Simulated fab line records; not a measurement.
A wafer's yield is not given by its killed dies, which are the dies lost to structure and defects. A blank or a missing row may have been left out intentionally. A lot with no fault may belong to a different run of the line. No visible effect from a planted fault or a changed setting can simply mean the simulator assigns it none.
fab line records | flow sky130
record lots=7 wafers=21 last-day=50
route steps=708 shown METAL1@446 VIA1@458 PAD_OPEN@708
lots untouched by any fault: they come from a run of this same line in which no faults occurred
start-h: start of the lot's first displayed wafer, in hours after the record's first day | wait-h: how many hours have passed since the lot's step before this one | " identical to the entry in the row above | L1.1+2: a row that stands for several wafers | - either no value or no given start | * or withheld: withheld | < > ~ a bound
route shown NAME@n: names a module that has steps shown in the file, with the first one's number in the route | usual: the fault-free wafers' mean and standard deviation | same: alike in all rows | chamber/n: place in a boat | sites: the reading at each site | _std_site: how widely they spread, as a standard deviation | _edge_site: inner sites' mean taken away from outer sites' mean | radius-mm: for every site, how far away it sits from the centre of the wafer | mask NAME#n: copy n | behind: tool/chamber where the wafer was last shaped | hold: the reason the lot was held/the length of the hold in hours/how it ended | device: names the non-switching transistor (n, p or np) | end of line: tests of these same wafers at the route's end | step lacking rows: just its recipe | killed: the dies lost at the first sort to structure and to defects; this is not the yield of the wafer | map: per-die view of a wafer (x killed, . not killed, _ where there is no die)
set.NAME: setting as actually run; set.NAME@STEP: the setting as run at that earlier step | model.NAME: the simulator's own value behind a step, which no gauge read
lots at some steps of the route; a table a step, a row a wafer
services: the hour from which a tool's chamber was out of use, counted from the record's first day as start-h (under 0 if before that day), plus the number of hours and why
## steps
# step SKY_METAL1_EXPOSE_12
# recipe mask-id=MM1 na=0.8 source-shape=annular sigma-inner=0.55 sigma-outer=0.85 target-cd-nm=140 dose-mj=28
# step SKY_METAL1_PEB_13
# recipe peb-temp-c=withheld peb-time-s=withheld resist=KrF-thick
# step SKY_METAL1_DEVELOP_14
# recipe develop-time-s=60 resist=KrF-thick dev-temp-c=21
# step SKY_METAL1_CD_MEAS_15
# recipe target-cd-nm=140
# usual cd-nm=139.5/1.6
# columns lot.wafer tool chamber start-h wait-h cd-nm
L406.3 cd-sem-02 - 773.77 - 139.7
L406.5 " - " " 139.6
L406.6 " - " " 138.2
L411.3 cd-sem-02 - 816.06 - 139.6
L411.5 " - " " 139.3
L411.6 " - " " 139.5
L420.1 cd-sem-02 - 881.03 - 138.6
L420.5 " - " " 137.3
L420.6 " - " " 138.4
L421.1 cd-sem-02 - 890.72 - 141.8
L421.3 " - " " 140.6
L421.5 " - " " 138.0
L424.3 cd-sem-01 - 906.78 - 139.4
L424.5 " - " " 140.9
L424.6 " - " " 139.1
L427.3 cd-sem-02 - 928.81 - 141.0
L427.5 " - " " 140.8
L427.6 " - " " 137.9
L428.2 cd-sem-02 - 944.04 - 139.5
L428.3 " - " " 140.4
L428.5 " - " " 139.6
# step SKY_METAL1_OVL_MEAS_16
# usual METAL1_OVL=-4/4.6
# columns lot.wafer tool chamber start-h wait-h METAL1_OVL[nm]
L406.3 overlay-01 - 773.86 0.1 -11
L406.5 " - " " -4
L406.6 " - " " -2
L411.3 overlay-01 - 816.15 0.1 -5
L411.5 " - " " -7
L411.6 " - " " -7
L420.1 overlay-01 - 881.15 0.1 -4
L420.5 " - " " -9
L420.6 " - " " -4
L421.1 overlay-01 - 890.84 0.1 -5
L421.3 " - " " -3
L421.5 " - " " -4
L424.3 overlay-01 - 906.87 0.1 -2
L424.5 " - " " -2
L424.6 " - " " 0
L427.3 overlay-02 - 928.91 0.1 -7
L427.5 " - " " -9
L427.6 " - " " -6
L428.2 overlay-01 - 944.15 0.1 -3
L428.3 " - " " 1
L428.5 " - " " 2
# step SKY_METAL1_DESCUM_17
# recipe chemistry=O2 source-power-w=150 bias-power-w=0 pressure-mtorr=10 temp-c=40 time-s=8
# usual chamber-pressure-mTorr=10.000/0.0097 drypump-motor-current-A=6.0/0.37 oes-product-au=1.002/0.0099
# columns lot.wafer tool chamber start-h wait-h chamber-pressure-mTorr drypump-motor-current-A oes-product-au rf-hours-counter-h
L406.3 rie-metal-04 0 773.90 0.0 9.993 5.8 0.990 -
L406.5 " 1 " " 10.004 5.4 1.007 -
L406.6 " 0 " " 10.011 5.8 0.996 -
L411.3 rie-metal-02 1 816.19 0.0 9.991 6.5 0.994 -
L411.5 " 1 " " 9.990 6.5 1.004 -
L411.6 " 0 " " 10.014 5.8 0.996 -
L420.1 rie-metal-01 0 881.19 0.0 9.989 6.2 1.022 13
L420.5 " 0 " " 10.007 6.2 1.021 -
L420.6 " 1 " " 9.996 6.2 1.010 -
L421.1 rie-metal-04 0 890.88 0.0 10.016 5.8 1.011 0
L421.3 " 1 " " 10.013 5.4 1.003 -
L421.5 " 0 " " 10.000 5.8 1.019 -
L424.3 rie-metal-02 0 906.91 0.0 9.998 5.8 1.002 -
L424.5 " 1 " " 10.000 6.5 0.991 -
L424.6 " 0 " " 10.000 5.8 0.993 -
L427.3 rie-metal-02 0 928.95 0.0 9.997 5.8 1.001 -
L427.5 " 0 " " 9.989 5.8 0.997 -
L427.6 " 0 " " 9.995 5.8 0.986 -
L428.2 rie-metal-02 0 944.19 0.0 10.020 5.8 1.001 -
L428.3 " 0 " " 10.007 5.8 0.998 -
L428.5 " 0 " " 10.006 5.8 1.006 -
# step SKY_METAL1_ETCH_18
# recipe chemistry=N2/H2 target=BARC ion-energy-ev=200 bias-w=100 pressure-mtorr=30 n2-flow-sccm=100 h2-flow-sccm=200 icp-w=500 stop-on=SiO2 time-s=45.9 target-depth-a=600
# usual chamber-pressure-mTorr=30.00/0.041 drypump-motor-current-A=6.0/0.37 n2-flow-sccm=100.0/0.32 oes-product-au=0.854/0.0049 throttle-valve-pct=13.225/0.0081
# columns lot.wafer tool chamber start-h wait-h chamber-pressure-mTorr drypump-motor-current-A n2-flow-sccm oes-product-au rf-hours-counter-h throttle-valve-pct
L406.3 rie-metal-04 0 773.94 0.0 29.99 5.8 100.3 0.855 - 13.228
L406.5 " 1 " " 29.94 5.4 100.2 0.847 - 13.222
L406.6 " 0 " " 30.00 5.8 100.3 0.847 - 13.224
L411.3 rie-metal-02 1 816.23 0.0 30.01 6.6 100.4 0.854 - 13.230
L411.5 " 1 " " 29.96 6.5 100.0 0.856 - 13.226
L411.6 " 0 " " 29.99 5.8 100.1 0.851 - 13.212
L420.1 rie-metal-01 0 881.22 0.0 30.00 6.2 99.6 0.850 13 13.237
L420.5 " 0 " " 29.99 6.2 99.8 0.853 - 13.229
L420.6 " 1 " " 30.02 6.2 100.3 0.855 - 13.214
L421.1 rie-metal-04 0 890.91 0.0 30.01 5.9 100.5 0.849 0 13.215
L421.3 " 1 " " 29.97 5.4 100.4 0.852 - 13.231
L421.5 " 0 " " 29.95 5.9 100.1 0.852 - 13.231
L424.3 rie-metal-02 0 906.95 0.0 29.99 5.8 99.8 0.853 - 13.237
L424.5 " 1 " " 29.98 6.5 99.9 0.850 - 13.220
L424.6 " 0 " " 30.01 5.8 100.3 0.859 - 13.220
L427.3 rie-metal-02 0 929.04 0.1 29.99 5.8 99.6 0.854 - 13.222
L427.5 " 0 " " 30.03 5.8 99.9 0.855 - 13.236
L427.6 " 0 " " 30.00 5.8 99.5 0.854 - 13.244
L428.2 rie-metal-02 0 944.26 0.1 30.02 5.8 100.2 0.857 - 13.221
L428.3 " 0 " " 29.99 5.8 100.2 0.857 - 13.244
L428.5 " 0 " " 29.94 5.8 99.9 0.859 - 13.221
# step SKY_METAL1_METAL_ETCH_19
# recipe target-depth-a=3600 stop-on=SiO2 over-etch-frac=0.3 time-s=78 chemistry=Cl2/BCl3 resist-sidewall-deg=88 pressure-mtorr=10 icp-w=900 bias-w=48.5 Cl2_flow_sccm=60 bcl3-flow-sccm=30
# usual chamber-pressure-mTorr=10.000/0.0086 drypump-motor-current-A=6.0/0.38 oes-product-au=0.855/0.0063 throttle-valve-pct=22.264/0.0081
# columns lot.wafer tool chamber start-h wait-h chamber-pressure-mTorr drypump-motor-current-A oes-product-au rf-hours-counter-h throttle-valve-pct
L406.3 rie-metal-04 0 774.01 0.1 10.007 5.8 0.857 - 22.260
L406.5 " 1 " " 10.003 5.4 0.862 - 22.280
L406.6 " 0 " " 9.993 5.8 0.852 - 22.269
L411.3 rie-metal-02 1 816.30 0.1 10.001 6.5 0.863 - 22.272
L411.5 " 1 " " 9.998 6.5 0.866 - 22.269
L411.6 " 0 " " 9.987 5.8 0.854 - 22.248
L420.1 rie-metal-01 0 881.28 0.0 10.005 6.2 0.858 13 22.258
L420.5 " 0 " " 10.000 6.3 0.856 - 22.259
L420.6 " 1 " " 9.990 6.2 0.859 - 22.278
L421.1 rie-metal-04 0 890.97 0.0 10.018 5.8 0.861 0 22.266
L421.3 " 1 " " 9.986 5.4 0.858 - 22.256
L421.5 " 0 " " 9.997 5.8 0.854 - 22.264
L424.3 rie-metal-02 0 907.02 0.1 10.002 5.8 0.863 - 22.261
L424.5 " 1 " " 10.000 6.5 0.852 - 22.271
L424.6 " 0 " " 10.003 5.8 0.859 - 22.263
L427.3 rie-metal-02 0 929.18 0.1 9.993 5.8 0.854 - 22.257
L427.5 " 0 " " 9.987 5.8 0.857 - 22.255
L427.6 " 0 " " 9.989 5.8 0.856 - 22.265
L428.2 rie-metal-02 0 944.40 0.1 9.989 5.8 0.857 - 22.251
L428.3 " 0 " " 9.995 5.8 0.860 - 22.286
L428.5 " 0 " " 9.992 5.9 0.852 - 22.261
# step SKY_METAL1_STRIP_20
# recipe chemistry=O2/N2 power-w=1400 pressure-mtorr=1500 platen-temp-c=withheld o2-flow-sccm=3000 n2-flow-sccm=300 overash-fraction=0.5
# usual chamber-pressure-mTorr=1499.8/1.4 drypump-motor-current-A=5.8/0.59 n2-flow-sccm=299.9/0.91 oes-product-au=0.341/0.0052 strip-time-to-endpoint-s=2.68/0.042
# columns lot.wafer tool chamber start-h wait-h chamber-pressure-mTorr drypump-motor-current-A n2-flow-sccm oes-product-au rf-hours-counter-h strip-time-to-endpoint-s
L406.3 plasma-asher-03 1 774.10 0.1 1502.1 5.8 300.7 0.342 - 2.74
L406.5 " 1 " " 1500.8 5.8 300.7 0.337 - 2.70
L406.6 " 0 " " 1497.4 6.2 300.8 0.346 - 2.73
L411.3 plasma-asher-02 0 816.40 0.1 1499.3 6.6 302.4 0.340 - 2.69
L411.5 " 0 " " 1500.0 6.6 302.1 0.346 - 2.72
L411.6 " 1 " " 1499.4 5.1 299.8 0.344 - 2.71
L420.1 plasma-asher-02 1 881.37 0.1 1500.0 5.1 300.9 0.337 106 2.62
L420.5 " 1 " " 1499.3 5.1 300.9 0.343 - 2.63
L420.6 " 0 " " 1499.7 6.7 299.3 0.347 - 2.70
L421.1 plasma-asher-01 0 891.06 0.1 1499.6 5.6 298.7 0.335 15 2.60
L421.3 " 0 " " 1500.9 5.6 298.0 0.344 - 2.63
L421.5 " 0 " " 1498.8 5.6 300.0 0.338 - 2.59
L424.3 plasma-asher-01 0 907.11 0.1 1502.3 5.6 300.6 0.338 - 2.64
L424.5 " 1 " " 1500.9 5.6 299.9 0.338 - 2.69
L424.6 " 0 " " 1498.4 5.7 301.0 0.344 - 2.64
L427.3 plasma-asher-01 1 929.33 0.1 1500.1 5.6 299.7 0.344 - 2.65
L427.5 " 1 " " 1500.0 5.7 299.6 0.345 - 2.67
L427.6 " 0 " " 1498.3 5.7 300.3 0.340 - 2.66
L428.2 plasma-asher-02 1 944.55 0.1 1500.7 5.1 299.7 0.349 112 2.72
L428.3 " 1 " " 1499.4 5.1 299.5 0.335 - 2.68
L428.5 " 0 " " 1498.8 6.6 300.2 0.348 - 2.66
# step SKY_METAL1_STRIP_21
# recipe chemistry=post-etch-residue-remover time-s=1200 temp-c=72.5
# step SKY_METAL1_CLEAN_22
# recipe chemistry=IPA time-s=180 temp-c=25
# step SKY_METAL1_CLEAN_23
# recipe chemistry=O3/DIW dry=n2-spin
# step SKY_VIA1_HDPCVD_00
# recipe material=SiO2 target-thk-nm=1030 sigma-open-frac=0.3 time-s=171.7 temp-c=400 sih4-flow-sccm=60 pressure-mtorr=6
# usual run-length-s=199.0/0.42 susceptor-temp-C=400.00/0.25
# columns lot.wafer tool chamber start-h wait-h run-length-s susceptor-temp-C model.SiO2_of_VIA1_HDPCVD_00.thk-nm
L406.3 hdpcvd-02 1 774.69 0.0 199.0 399.64 1051
L406.5 " 2 " " 199.2 400.47 1043
L406.6 " 0 " " 199.0 400.24 1031
L411.3 hdpcvd-01 1 816.96 0.0 199.1 399.57 1022
L411.5 " 2 " " 200.0 399.84 1040
L411.6 " 1 " " 198.5 399.76 1016
L420.1 hdpcvd-02 2 882.00 0.0 246.3 400.23 1302
L420.5 " 1 " " 246.1 400.12 1337
L420.6 " 2 " " 246.2 400.01 1320
L421.1 hdpcvd-02 1 891.70 0.0 246.4 399.58 1333
L421.3 " 2 " " 199.2 400.09 1039
L421.5 " 0 " " 245.7 399.79 1306
L424.3 hdpcvd-02 2 907.68 0.0 199.0 399.99 1043
L424.5 " 1 " " 246.4 399.90 1324
L424.6 " 0 " " 245.6 399.87 1316
L427.3 hdpcvd-01 0 929.92 0.0 198.4 400.03 1035
L427.5 " 0 " " 198.7 399.93 1042
L427.6 " 1 " " 199.0 400.40 1033
L428.2 hdpcvd-01 0 945.14 0.0 198.4 400.39 1051
L428.3 " 1 " " 198.7 400.20 1036
L428.5 " 2 " " 199.6 399.75 1036
# step SKY_VIA1_THK_MEAS_01
# recipe reads=SiO2_of_VIA1_HDPCVD_00
# usual VIA1_HDPCVD_THK=1032/12
# columns lot.wafer tool chamber start-h wait-h VIA1_HDPCVD_THK[nm]
L406.3 film-metro-01 - 774.82 0.1 1051
L406.5 " - " " 1043
L406.6 " - " " 1031
L411.3 film-metro-01 - 817.09 0.1 1023
L411.5 " - " " 1041
L411.6 " - " " 1016
L420.1 film-metro-01 - 882.11 0.1 1302
L420.5 " - " " 1338
L420.6 " - " " 1319
L421.1 film-metro-02 - 891.81 0.1 1331
L421.3 " - " " 1040
L421.5 " - " " 1305
L424.3 film-metro-02 - 907.81 0.1 1042
L424.5 " - " " 1324
L424.6 " - " " 1316
L427.3 film-metro-04 - 930.05 0.1 1035
L427.5 " - " " 1042
L427.6 " - " " 1034
L428.2 film-metro-02 - 945.26 0.1 1051
L428.3 " - " " 1035
L428.5 " - " " 1036
# step SKY_VIA1_CMP_02
# recipe material=SiO2 down-force-psi=4 platen-rpm=60 pad-velocity-m-s=0.94248
# usual motor-current-A=12.0/0.83 slurry-flow-ml-min=150.0/0.49
# columns lot.wafer tool chamber start-h wait-h motor-current-A slurry-flow-ml-min
L406.3 cmp-01 1 774.86 0.0 11.8 149.8
L406.5 " 1 " " 10.6 150.2
L406.6 " 2 " " 12.1 149.4
L411.3 cmp-01 3 817.23 0.1 11.9 149.7
L411.6 " 1 " " 11.5 148.5
L411.5 " 2 " " 12.7 149.9
L420.1 cmp-01 1 882.17 0.1 11.3 149.5
L420.6 " 1 " " 11.8 148.8
L420.5 " 2 " " 12.9 149.5
L421.3 cmp-02 0 891.92 0.1 12.3 151.0
L421.1 " 2 " " 12.1 150.3
L421.5 " 0 " " 12.3 150.9
L424.3 cmp-01 1 907.85 0.0 11.4 150.7
L424.6 " 1 " " 11.6 151.3
L424.5 " 2 " " 12.4 150.6
L427.3 cmp-01 0 930.14 0.1 12.7 150.3
L427.5 " 3 " " 11.8 149.6
L427.6 " 0 " " 12.7 149.8
L428.2 cmp-02 2 945.31 0.0 12.2 149.8
L428.3 " 1 " " 11.5 149.8
L428.5 " 3 " " 10.8 149.8
# step SKY_PAD_OPEN_PROBE_99
# usual defect-limited-yield=82.7/1.9 killed_at_M0_to_M3=43/7.3 killed_at_M4_up=3.1/1.7 killed-at-contacts=25/5.3 killed-at-front-end=14/4.1 killed-at-other=0.3/0.56 killed-dies=85/9.4 killed-open=46/7.4 killed-short=38/5.8 sort_bin_3_pad_short=0.8/0.4 sort_bin_5_function=10.2/1.5 sort_bin_6_memory=6.2/1.2 sort-n-pass=407/9.4 sort-yield-pct=82.7/1.9
# same gross-dies=492 killed-at-back-side=0 sort_bin_4_leakage[%]=0 sort_bin_8_speed[%]=0
# columns lot.wafer tool chamber start-h wait-h defect-limited-yield[%] killed_at_M0_to_M3 killed_at_M4_up killed-at-contacts killed-at-front-end killed-at-other killed-dies killed-open killed-short sort_bin_3_pad_short[%] sort_bin_5_function[%] sort_bin_6_memory[%] sort-n-pass sort-yield-pct[%]
L406.3 prober-02 - 1083.95 0.2 81.1 45 5 29 14 0 93 54 39 0.4 12.0 6.5 399 81.1
L406.5 prober-02 - 1084.05 0.2 85.0 41 5 17 10 1 74 47 27 0.4 10.4 4.3 418 85.0
L406.6 prober-02 - 1084.10 0.2 81.9 49 5 21 13 1 89 56 33 0.6 11.2 6.3 403 81.9
L411.3 prober-01 - 1118.25 0.2 82.7 43 2 30 10 0 85 49 36 0.6 8.9 7.7 407 82.7
L411.5 prober-01 - 1118.35 0.2 82.7 51 3 14 17 0 85 42 43 0.4 9.1 7.7 407 82.7
L411.6 prober-01 - 1118.40 0.2 82.3 39 5 16 26 1 87 49 37 0.2 11.8 5.7 405 82.3
L420.1 prober-02 - 1163.15 0.1 82.7 48 5 17 15 0 85 53 32 0.8 10.8 5.7 407 82.7
L420.5 prober-02 - 1163.35 0.2 79.3 43 2 33 24 0 102 58 43 0.8 12.2 7.7 390 79.3
L420.6 prober-02 - 1163.40 0.2 78.7 44 2 29 29 1 105 60 42 1.4 13.6 6.3 387 78.7
L421.1 prober-01 - 1169.31 0.1 83.1 47 4 23 9 0 83 43 39 1.2 10.8 4.9 409 83.1
L421.3 prober-01 - 1169.41 0.2 83.5 36 1 27 16 1 81 44 37 0.4 9.6 6.5 411 83.5
L421.5 prober-01 - 1169.51 0.2 83.5 42 2 24 13 0 81 40 41 0.6 11.2 4.7 411 83.5
L424.3 prober-02 - 1181.58 0.2 81.3 46 0 29 17 0 92 57 35 0.2 11.6 6.9 400 81.3
L424.5 prober-02 - 1181.68 0.2 82.9 33 3 32 16 0 84 42 42 0.8 10.2 6.1 408 82.9
L424.6 prober-02 - 1181.73 0.2 79.1 48 1 36 18 0 103 68 35 1.8 11.8 7.3 389 79.1
L427.3 prober-02 - 1197.24 0.2 84.6 43 2 20 11 0 76 37 39 1.2 9.1 5.1 416 84.6
L427.5 prober-02 - 1197.34 0.2 81.9 43 3 22 21 0 89 47 42 0.8 10.2 7.1 403 81.9
L427.6 prober-02 - 1197.39 0.2 86.4 26 3 23 15 0 67 38 29 0.2 8.5 4.9 425 86.4
L428.2 prober-01 - 1204.74 0.1 83.9 43 4 19 13 0 79 38 41 1.2 7.9 6.9 413 83.9
L428.3 prober-01 - 1204.79 0.2 83.7 40 2 22 16 0 80 40 40 0.6 9.3 6.3 412 83.7
L428.5 prober-01 - 1204.89 0.2 82.9 50 4 16 14 0 84 43 41 0.4 10.2 6.5 408 82.9
# killed by level:class
L406.3 CONTACT:geometric-particle:open=13 VIA1:geometric-particle:open=13 VIA3:geometric-particle:open=8 METAL1:geometric-particle:short=7 FIELD_ISO:geometric-particle:open=5 LI_CONTACT:geometric-particle:open=5 CONTACT:geometric-particle:short=5 POLY_GATE:geometric-particle:open=3
L406.5 VIA1:geometric-particle:open=15 LI_CONTACT:geometric-particle:open=7 CONTACT:geometric-particle:open=5 VIA3:geometric-particle:open=5 VIA2:geometric-particle:open=4 METAL1:geometric-particle:short=4 METAL2:geometric-particle:short=4 POLY_GATE:geometric-particle:open=3
L406.6 VIA1:geometric-particle:open=15 VIA2:geometric-particle:open=8 VIA3:geometric-particle:open=8 LI_CONTACT:geometric-particle:open=7 CONTACT:geometric-particle:open=6 METAL1:geometric-particle:short=5 POLY_GATE:geometric-particle:short=4 METAL2:geometric-particle:short=4
L411.3 CONTACT:geometric-particle:open=14 VIA1:geometric-particle:open=11 VIA3:geometric-particle:open=7 LI_CONTACT:geometric-particle:open=5 LI_CONTACT:geometric-particle:short=5 CONTACT:geometric-particle:short=5 METAL1:geometric-particle:short=5 VIA2:geometric-particle:open=5
L411.5 VIA3:geometric-particle:open=8 VIA1:geometric-particle:short=7 METAL1:geometric-particle:short=7 VIA2:geometric-particle:open=7 VIA1:geometric-particle:open=6 POLY_GATE:geometric-particle:open=5 FIELD_ISO:geometric-particle:open=4 FIELD_ISO:geometric-particle:short=4
L411.6 VIA1:geometric-particle:open=10 FIELD_ISO:geometric-particle:open=9 VIA2:geometric-particle:open=9 CONTACT:geometric-particle:open=6 FIELD_ISO:geometric-particle:short=5 METAL1:geometric-particle:short=5 POLY_GATE:geometric-particle:open=4 METAL2:geometric-particle:short=4
L420.1 VIA3:geometric-particle:open=11 VIA2:geometric-particle:open=10 VIA1:geometric-particle:open=9 CONTACT:geometric-particle:open=8 POLY_GATE:geometric-particle:open=6 FIELD_ISO:geometric-particle:open=5 VIA1:geometric-particle:short=5 METAL4:geometric-particle:short=5
L420.5 VIA1:geometric-particle:open=13 CONTACT:geometric-particle:open=11 LI_CONTACT:geometric-particle:open=10 POLY_GATE:geometric-particle:short=7 POLY_GATE:geometric-particle:open=7 FIELD_ISO:geometric-particle:short=5 CONTACT:geometric-particle:short=5 VIA2:geometric-particle:open=5
L420.6 VIA1:geometric-particle:open=13 POLY_GATE:geometric-particle:open=11 POLY_GATE:geometric-particle:short=8 LI_CONTACT:geometric-particle:open=8 VIA2:geometric-particle:open=8 CONTACT:geometric-particle:open=7 VIA3:geometric-particle:open=5 METAL3:geometric-particle:short=5
L421.1 CONTACT:geometric-particle:open=12 VIA1:geometric-particle:open=10 VIA2:geometric-particle:open=8 LI_CONTACT:geometric-particle:open=6 METAL1:geometric-particle:short=6 FIELD_ISO:geometric-particle:short=5 VIA2:geometric-particle:short=5 VIA3:geometric-particle:short=5
L421.3 VIA1:geometric-particle:open=13 LI_CONTACT:geometric-particle:open=8 CONTACT:geometric-particle:open=7 LOCAL_INTERCONNECT:geometric-particle:short=6 FIELD_ISO:geometric-particle:short=5 POLY_GATE:geometric-particle:short=5 VIA3:geometric-particle:open=4 CONTACT:geometric-particle:short=4
L421.5 CONTACT:geometric-particle:open=12 VIA3:geometric-particle:open=10 VIA1:geometric-particle:open=8 METAL1:geometric-particle:short=7 LOCAL_INTERCONNECT:geometric-particle:short=6 METAL2:geometric-particle:short=5 FIELD_ISO:geometric-particle:short=4 POLY_GATE:geometric-particle:short=4
L424.3 VIA2:geometric-particle:open=11 CONTACT:geometric-particle:open=11 VIA3:geometric-particle:open=9 VIA1:geometric-particle:open=8 LI_CONTACT:geometric-particle:open=8 POLY_GATE:geometric-particle:short=7 POLY_GATE:geometric-particle:open=5 METAL1:geometric-particle:short=5
L424.5 CONTACT:geometric-particle:short=9 CONTACT:geometric-particle:open=9 LI_CONTACT:geometric-particle:open=7 VIA3:geometric-particle:open=6 VIA1:geometric-particle:open=6 METAL2:geometric-particle:short=6 FIELD_ISO:geometric-particle:short=4 METAL1:geometric-particle:short=4
L424.6 CONTACT:geometric-particle:open=18 VIA2:geometric-particle:open=13 VIA1:geometric-particle:open=9 LI_CONTACT:geometric-particle:open=8 METAL2:geometric-particle:short=8 FIELD_ISO:geometric-particle:open=7 VIA3:geometric-particle:short=5 METAL1:geometric-particle:short=4
L427.3 VIA1:geometric-particle:open=12 VIA2:geometric-particle:open=8 CONTACT:geometric-particle:short=6 VIA1:geometric-particle:short=6 CONTACT:geometric-particle:open=5 LOCAL_INTERCONNECT:geometric-particle:short=5 FIELD_ISO:geometric-particle:short=4 FIELD_ISO:geometric-particle:open=3
L427.5 VIA1:geometric-particle:open=13 CONTACT:geometric-particle:open=8 FIELD_ISO:geometric-particle:open=6 CONTACT:geometric-particle:short=6 FIELD_ISO:geometric-particle:short=5 METAL1:geometric-particle:short=5 POLY_GATE:geometric-particle:open=4 VIA3:geometric-particle:open=4
L427.6 VIA1:geometric-particle:open=9 CONTACT:geometric-particle:open=8 LI_CONTACT:geometric-particle:open=7 FIELD_ISO:geometric-particle:open=4 METAL1:geometric-particle:short=4 VIA1:geometric-particle:short=4 FIELD_ISO:geometric-particle:short=3 METAL2:geometric-particle:short=3
L428.2 VIA3:geometric-particle:open=8 VIA1:geometric-particle:short=8 VIA1:geometric-particle:open=8 LI_CONTACT:geometric-particle:open=5 CONTACT:geometric-particle:short=5 METAL1:geometric-particle:short=5 VIA2:geometric-particle:open=5 FIELD_ISO:geometric-particle:short=4
L428.3 VIA2:geometric-particle:open=8 CONTACT:geometric-particle:open=7 METAL1:geometric-particle:short=6 CONTACT:geometric-particle:short=6 VIA1:geometric-particle:open=6 VIA3:geometric-particle:open=6 POLY_GATE:geometric-particle:open=5 POLY_GATE:geometric-particle:short=5
L428.5 VIA1:geometric-particle:open=9 METAL2:geometric-particle:short=8 VIA2:geometric-particle:open=8 FIELD_ISO:geometric-particle:open=7 LI_CONTACT:geometric-particle:open=6 LOCAL_INTERCONNECT:geometric-particle:short=6 METAL1:geometric-particle:short=6 FIELD_ISO:geometric-particle:short=5
## services
# columns tool chamber start-h hours kind
hdpcvd-01 1 755.25 5.9 repair
cmp-01 - 761.06 4.8 pm
cmp-02 - 762.19 2.6 repair
hdpcvd-02 - 768.05 1.1 repair
hdpcvd-01 0 770.42 4.2 repair
plasma-asher-02 - 772.49 0.9 repair
rie-metal-04 1 776.72 88.2 repair
rie-metal-02 - 785.29 1.4 pm
rie-metal-02 - 788.63 0.6 repair
cmp-02 - 812.50 12.4 pm
plasma-asher-01 - 826.62 1.2 repair
cmp-02 - 831.38 0.6 repair
plasma-asher-01 - 833.17 0.3 repair
hdpcvd-02 - 840.23 6.0 pm
plasma-asher-01 - 855.09 3.9 repair
cmp-01 - 874.98 3.9 repair
rie-metal-01 - 887.20 0.6 repair
cmp-01 - 894.80 0.4 repair
rie-metal-01 0 899.65 6.2 repair
rie-metal-04 - 904.11 0.2 repair
cmp-01 - 915.26 5.1 repair
hdpcvd-02 1 915.70 2.0 repair
hdpcvd-02 - 920.08 1.2 repair
rie-metal-04 - 928.18 2.5 repair
## key
first-sign step=SKY_VIA1_HDPCVD_00 reading=run-length-s direction=up sigmas=99+ usual=* struck=*
effect step=SKY_VIA1_THK_MEAS_01 reading=VIA1_HDPCVD_THK direction=up sigmas=24 usual=1032 struck=1319
model-effect step=SKY_VIA1_HDPCVD_00 value=SiO2_of_VIA1_HDPCVD_00.thk-nm without=1036 struck=1320
met-at SKY_VIA1_HDPCVD_00
struck-wafers L420.1,L420.5,L420.6,L421.1,L421.5,L424.5,L424.6
onset-between 774.69 882.00
fault kind=process-parameter-drift tool=hdpcvd-02 chamber=- onset-h=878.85 steps=SKY_VIA1_HDPCVD_00 channel=time-s offset=* shape=step end-h=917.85 scope=struck-wafers-only acts-in=* stated=*
